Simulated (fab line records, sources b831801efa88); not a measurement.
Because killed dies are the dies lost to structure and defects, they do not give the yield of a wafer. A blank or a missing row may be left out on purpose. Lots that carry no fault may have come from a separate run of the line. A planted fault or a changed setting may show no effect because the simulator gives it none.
Which tool did it? / flow sky130 / 7 lots with 20 wafers sampled at 2 steps, on a route of 708 steps

WHAT THE GAUGES SHOWED, per wafer
SKY_SONOS_ONO_CD_MEAS_13: target cd 410 nm.
lot=L849; measured=day 13 15:16; on=cd sem-01; cd nm (nm)=412.0 409.4 410.8
lot=L852; measured=day 14 07:17; on=cd sem-01; cd nm (nm)=408.9 407.8 409.8
lot=L855; measured=day 15 06:35; on=cd sem-01; cd nm (nm)=414.7 410.9 410.0
lot=L857; measured=day 15 21:43; on=cd sem-01; cd nm (nm)=413.3 411.5 412.9
lot=L860; measured=day 16 22:37; on=cd sem-02; cd nm (nm)=344.4 408.9
lot=L867; measured=day 19 07:43; on=cd sem-01; cd nm (nm)=411.4 411.6 411.2
lot=L869; measured=day 20 05:37; on=cd sem-02; cd nm (nm)=408.9 409.5 411.4

EACH LOT AND THE TOOL THAT RAN IT (in order: tool; ch and the chambers of the sampled wafers; start)
lot=L849; SKY_SONOS_ONO_EXPOSE_10=iline stepper-02 ch 0, day 13 02:52
lot=L852; SKY_SONOS_ONO_EXPOSE_10=iline stepper-02 ch 0, day 13 18:04
lot=L855; SKY_SONOS_ONO_EXPOSE_10=iline stepper-02 ch 0, day 14 17:02
lot=L857; SKY_SONOS_ONO_EXPOSE_10=iline stepper-01 ch 0, day 15 09:03
lot=L860; SKY_SONOS_ONO_EXPOSE_10=iline stepper-02 ch 0, day 16 07:55
lot=L867; SKY_SONOS_ONO_EXPOSE_10=iline stepper-01 ch 0, day 18 16:31
lot=L869; SKY_SONOS_ONO_EXPOSE_10=iline stepper-01 ch 0, day 19 14:17
- SKY_SONOS_ONO_EXPOSE_10: exposes mask ONOM, target cd 410 nm.

THE ANSWER, worked out from the rows above alone
Rule: the usual values come from the lots themselves. Put in order of their means at a reading, lots are off if they are a third of the lots or fewer, leave a main group of 4 or more, and stand apart from it by a gap of 3 or more times the standard deviation of the main group's means; of several such gaps the widest counts. A main group whose means are all the same, to the digits that the tables above print for the reading, isn't used. A lot without any number at a reading at which 4 lots or more have one is off too. All remaining lots with rows at the step are treated as sound.
Off, at SKY_SONOS_ONO_CD_MEAS_13 on cd nm: L860. The main group has a mean of 410.9 nm with a standard deviation of 1.2.
A tool fits if, at a process step before that reading, it ran every lot that is off, and no sound lot after the first of them. The gauges at SKY_SONOS_ONO_CD_MEAS_13 are tried like those tools. One fits: SKY_SONOS_ONO_EXPOSE_10 on iline stepper-02. A fault onset in the window from L855 (day 14 17:02, its last sound lot) to L860 (day 16 07:55, its first lot off) fits.

WHAT WAS PUT IN BY THE SIMULATOR
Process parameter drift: iline stepper-02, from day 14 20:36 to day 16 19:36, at SKY_SONOS_ONO_EXPOSE_10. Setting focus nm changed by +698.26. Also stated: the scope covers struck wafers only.
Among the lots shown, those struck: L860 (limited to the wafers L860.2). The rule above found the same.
